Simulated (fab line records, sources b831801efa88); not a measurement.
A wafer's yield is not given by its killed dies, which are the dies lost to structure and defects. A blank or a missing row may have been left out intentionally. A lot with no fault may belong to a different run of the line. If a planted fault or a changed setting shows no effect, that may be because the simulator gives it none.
fab line records	flow sky130	part 2 of 2: steps 27 to 39 of 39
[record] lots = 5	wafers = 15	last-day = 50
route steps=708 shown VIA1@481 METAL2@483 VIA2@507
lots with no fault: from the same line, run without faults
start-h: start of the lot's first displayed wafer, in hours after the record's first day	wait-h: how many hours have passed since the lot's step before this one	" identical to the entry in the row above	L1.1+2: several wafers, shown together as one row	- value missing, or start not given	* or withheld: withheld	< > ~ a bound
route shown NAME@n: NAME is a module with steps in the file, n the number in the route of the first one	usual: the fault-free wafers' mean and standard deviation	same: alike in all rows	chamber/n: place in a boat	sites: the reading at each site	_std_site: their standard deviation	_edge_site: inner sites' mean taken away from outer sites' mean	radius-mm: how far each site lies from the wafer's centre	mask NAME#n: copy n	behind: the most recent tool/chamber to have shaped the wafer	hold: why the lot was held/for how many hours/how that ended	device: the transistor (n, p or np) that didn't switch	end of line: at the end of the route, the tests of the same wafers	step lacking rows: just its recipe	killed: dies lost to structure and defects at the first sort, not the wafer's yield	map: shows each die of a wafer: x if killed, . if not, _ if none is there
set.NAME: the run value of the setting; set.NAME@STEP: its run value at that earlier step	model.NAME: the simulator's own value behind a step, which no gauge read
lots at selected steps of the route; one table per step, one row per wafer
services: from which hour (start-h, from the record's first day; less than 0 if before it) a tool's chamber was out of use, for how many hours, and why
[[steps]]
[step SKY_VIA2_HDPCVD_00]
[recipe] material = SiO2	target-thk-nm = 1180	sigma-open-frac = 0.3	time-s = 196.7	temp-c = 400	sih4-flow-sccm = 60	pressure-mtorr = 6
[same] time-s = 196.7
lot.wafer	tool	chamber	start-h	wait-h
L074.3+4+6	hdpcvd-02	2,2,1	819.09	0.0
L076.1+2+4	hdpcvd-01	2,1,2	833.22	0.0
L090.1+4+6	hdpcvd-02	0,2,1	933.91	0.0
L094.2+4+6	hdpcvd-01	0,0,1	969.66	0.0
L097.2+5+6	hdpcvd-01	0,0,1	984.41	0.0
[step SKY_VIA2_THK_MEAS_01]
[recipe] reads = SiO2_of_VIA2_HDPCVD_00
[usual] VIA2_HDPCVD_THK = 1174/12
lot.wafer	tool	chamber	start-h	wait-h	VIA2_HDPCVD_THK[nm]
L074.3	film-metro-01	-	819.24	0.1	1177
L074.4	"	-	"	"	1174
L074.6	"	-	"	"	1187
L076.1	film-metro-01	-	833.35	0.1	1168
L076.2	"	-	"	"	1172
L076.4	"	-	"	"	1166
L090.1	film-metro-01	-	934.03	0.1	1184
L090.4	"	-	"	"	1182
L090.6	"	-	"	"	1189
L094.2	film-metro-04	-	969.79	0.1	1166
L094.4	"	-	"	"	1169
L094.6	"	-	"	"	1176
L097.2	film-metro-01	-	984.55	0.1	1185
L097.5	"	-	"	"	1176
L097.6	"	-	"	"	1200
[step SKY_VIA2_CMP_02]
[recipe] material = SiO2	down-force-psi = 4	platen-rpm = 60	pad-velocity-m-s = 0.94248
[usual] head-pressure-psi = 4.000/0.0092	motor-current-A = 12.9/1	slurry-filter-dp-kPa = 13.49/0.14
lot.wafer	tool	chamber	start-h	wait-h	head-pressure-psi	motor-current-A	slurry-filter-dp-kPa
L074.3	cmp-02	2	819.28	0.0	3.999	13.3	13.28
L074.4	"	3	"	"	4.012	13.4	13.50
L074.6	"	2	"	"	4.002	14.2	13.44
L076.1	cmp-02	0	833.41	0.1	3.992	12.9	13.40
L076.4	"	1	"	"	4.006	11.6	13.50
L076.2	"	3	"	"	4.009	13.9	13.35
L090.1	cmp-01	3	934.09	0.1	4.011	11.2	13.34
L090.4	"	1	"	"	4.006	14.9	13.70
L090.6	"	0	"	"	4.003	13.7	13.47
L094.4	cmp-02	0	969.94	0.1	4.003	12.3	13.60
L094.2	"	1	"	"	4.008	12.1	13.54
L094.6	"	3	"	"	3.994	13.4	13.33
L097.2	cmp-01	2	984.70	0.1	3.999	12.5	13.59
L097.6	"	0	"	"	3.991	13.3	13.42
L097.5	"	1	"	"	4.012	15.4	13.38
[step SKY_VIA2_BOW_MEAS_03]
[recipe] mode = bow
[usual] VIA2_BOW = 85/7.3
lot.wafer	tool	chamber	start-h	wait-h	VIA2_BOW[um]
L074.3	film-metro-02	-	819.62	0.3	89
L074.4	"	-	"	"	82
L074.6	"	-	"	"	86
L076.1	film-metro-02	-	833.71	0.2	87
L076.2	"	-	"	"	89
L076.4	"	-	"	"	82
L090.1	film-metro-04	-	934.39	0.2	102
L090.4	"	-	"	"	72
L090.6	"	-	"	"	100
L094.2	film-metro-04	-	970.16	0.1	88
L094.4	"	-	"	"	83
L094.6	"	-	"	"	82
L097.2	film-metro-02	-	984.92	0.2	65
L097.5	"	-	"	"	87
L097.6	"	-	"	"	65
[step SKY_VIA2_DEHYDRATE_04]
[recipe] temp-c = 200	time-s = 60
[same] time-s = 60
lot.wafer	tool	chamber	start-h	wait-h
L074.3+4+6	litho-track-03	0	831.77	12.1
L076.1+2+4	litho-track-02	0	846.23	12.5
L090.1+4+6	litho-track-03	0	945.77	11.4
L094.2+4+6	litho-track-03	0	980.75	10.6
L097.2+5+6	litho-track-01	0	995.94	11.0
[step SKY_VIA2_HMDS_05]
[recipe] prime-time-s = 60	prime-temp-c = 120
lot.wafer	tool	chamber	start-h	wait-h
L074.3+4+6	litho-track-03	0	831.92	0.1
L076.1+2+4	litho-track-02	0	846.38	0.1
L090.1+4+6	litho-track-03	0	945.92	0.1
L094.2+4+6	litho-track-03	0	980.90	0.1
L097.2+5+6	litho-track-01	0	996.09	0.1
[step SKY_VIA2_COAT_06]
[recipe] resist = BARC	temp-c = withheld	time-s = withheld	spin-rpm = 3000	resist-thk-nm = 60
lot.wafer	tool	chamber	start-h	wait-h
L074.3+4+6	litho-track-03	0	832.07	0.1
L076.1+2+4	litho-track-02	0	846.53	0.1
L090.1+4+6	litho-track-03	0	946.07	0.1
L094.2+4+6	litho-track-03	0	981.05	0.1
L097.2+5+6	litho-track-01	0	996.24	0.1
[step SKY_VIA2_COAT_07]
[recipe] resist = KrF-thick	spin-rpm = 3000	resist-thk-nm = 450
lot.wafer	tool	chamber	start-h	wait-h
L074.3+4+6	litho-track-03	0	-	-
L076.1+2+4	litho-track-02	0	-	-
L090.1+4+6	litho-track-03	0	-	-
L094.2+4+6	litho-track-03	0	-	-
L097.2+5+6	litho-track-01	0	-	-
[step SKY_VIA2_SOFTBAKE_08]
[recipe] temp-c = 100	time-s = 90	resist = KrF-thick
[same] time-s = 90
lot.wafer	tool	chamber	start-h	wait-h
L074.3+4+6	litho-track-03	0	-	-
L076.1+2+4	litho-track-02	0	-	-
L090.1+4+6	litho-track-03	0	-	-
L094.2+4+6	litho-track-03	0	-	-
L097.2+5+6	litho-track-01	0	-	-
[step SKY_VIA2_EXPOSE_09]
[recipe] mask-id = VIM2	na = 0.8	source-shape = annular	sigma-inner = 0.55	sigma-outer = 0.85	target-cd-nm = 200	dose-mj = 38
[usual] stage-vel-mm-s = 499.94/0.25
[same] sigma-inner = 0.55
lot.wafer	tool	chamber	start-h	wait-h	mask	stage-vel-mm-s
L074.3	krf-scanner-01	0	-	-	VIM2#0	500.37
L074.4	"	0	"	"	VIM2#0	499.96
L074.6	"	0	"	"	VIM2#0	500.40
L076.1	krf-scanner-02	0	-	-	VIM2#0	499.80
L076.2	"	0	"	"	VIM2#0	499.97
L076.4	"	0	"	"	VIM2#0	499.99
L090.1	krf-scanner-02	0	-	-	VIM2#0	499.45
L090.4	"	0	"	"	VIM2#0	499.53
L090.6	"	0	"	"	VIM2#0	499.63
L094.2	krf-scanner-02	0	-	-	VIM2#0	500.13
L094.4	"	0	"	"	VIM2#0	499.79
L094.6	"	0	"	"	VIM2#0	499.94
L097.2	krf-scanner-01	0	-	-	VIM2#0	499.34
L097.5	"	0	"	"	VIM2#0	499.97
L097.6	"	0	"	"	VIM2#0	499.80
[step SKY_VIA2_PEB_10]
[recipe] peb-temp-c = withheld	peb-time-s = withheld	resist = KrF-thick
lot.wafer	tool	chamber	start-h	wait-h
L074.3+4+6	litho-track-03	0	-	-
L076.1+2+4	litho-track-02	0	-	-
L090.1+4+6	litho-track-02	0	-	-
L094.2+4+6	litho-track-02	0	-	-
L097.2+5+6	litho-track-01	0	-	-
[step SKY_VIA2_DEVELOP_11]
[recipe] develop-time-s = 60	resist = KrF-thick	dev-temp-c = 21
lot.wafer	tool	chamber	start-h	wait-h
L074.3+4+6	litho-track-03	0	-	-
L076.1+2+4	litho-track-02	0	-	-
L090.1+4+6	litho-track-02	0	-	-
L094.2+4+6	litho-track-02	0	-	-
L097.2+5+6	litho-track-01	0	-	-
[step SKY_VIA2_CD_MEAS_12]
[recipe] target-cd-nm = 200
[usual] cd-nm = 199.6/1.1
lot.wafer	tool	chamber	start-h	wait-h	cd-nm
L074.3	cd-sem-02	-	845.26	-	201.2
L074.4	"	-	"	"	201.1
L074.6	"	-	"	"	201.9
L076.1	cd-sem-02	-	859.53	-	199.2
L076.2	"	-	"	"	198.8
L076.4	"	-	"	"	200.4
L090.1	cd-sem-01	-	958.28	-	199.8
L090.4	"	-	"	"	200.7
L090.6	"	-	"	"	199.7
L094.2	cd-sem-01	-	993.55	-	200.5
L094.4	"	-	"	"	198.7
L094.6	"	-	"	"	198.6
L097.2	cd-sem-01	-	1007.34	-	199.2
L097.5	"	-	"	"	199.5
L097.6	"	-	"	"	199.6
[[services]]
tool	chamber	start-h	hours	kind
pvd-sputter-01	-	772.47	1.0	repair
krf-scanner-02	-	772.64	0.2	repair
cmp-02	-	772.76	2.6	repair
krf-scanner-02	-	786.17	1.0	pm
krf-scanner-02	-	787.17	0.8	pm
cmp-02	-	790.96	1.3	repair
pvd-sputter-01	-	800.06	5.8	repair
krf-scanner-02	-	806.26	0.5	repair
cmp-01	-	821.45	1.4	repair
krf-scanner-02	-	850.70	3.6	pm
rie-metal-04	-	854.55	0.7	repair
krf-scanner-02	-	854.63	1.3	pm
pvd-sputter-02	-	879.73	4.7	repair
pvd-sputter-02	-	883.68	1.9	repair
rie-metal-04	-	885.54	1.5	repair
pvd-sputter-02	-	886.52	8.0	repair
pvd-sputter-01	-	900.27	2.9	repair
rie-metal-04	-	909.84	0.5	repair
krf-scanner-02	-	923.56	4.4	pm
pvd-sputter-02	-	929.84	1.9	repair
krf-scanner-02	-	955.10	1.0	pm
krf-scanner-02	-	956.10	0.8	pm
pvd-sputter-01	-	978.01	2.5	repair
pvd-sputter-01	-	1004.63	2.2	repair
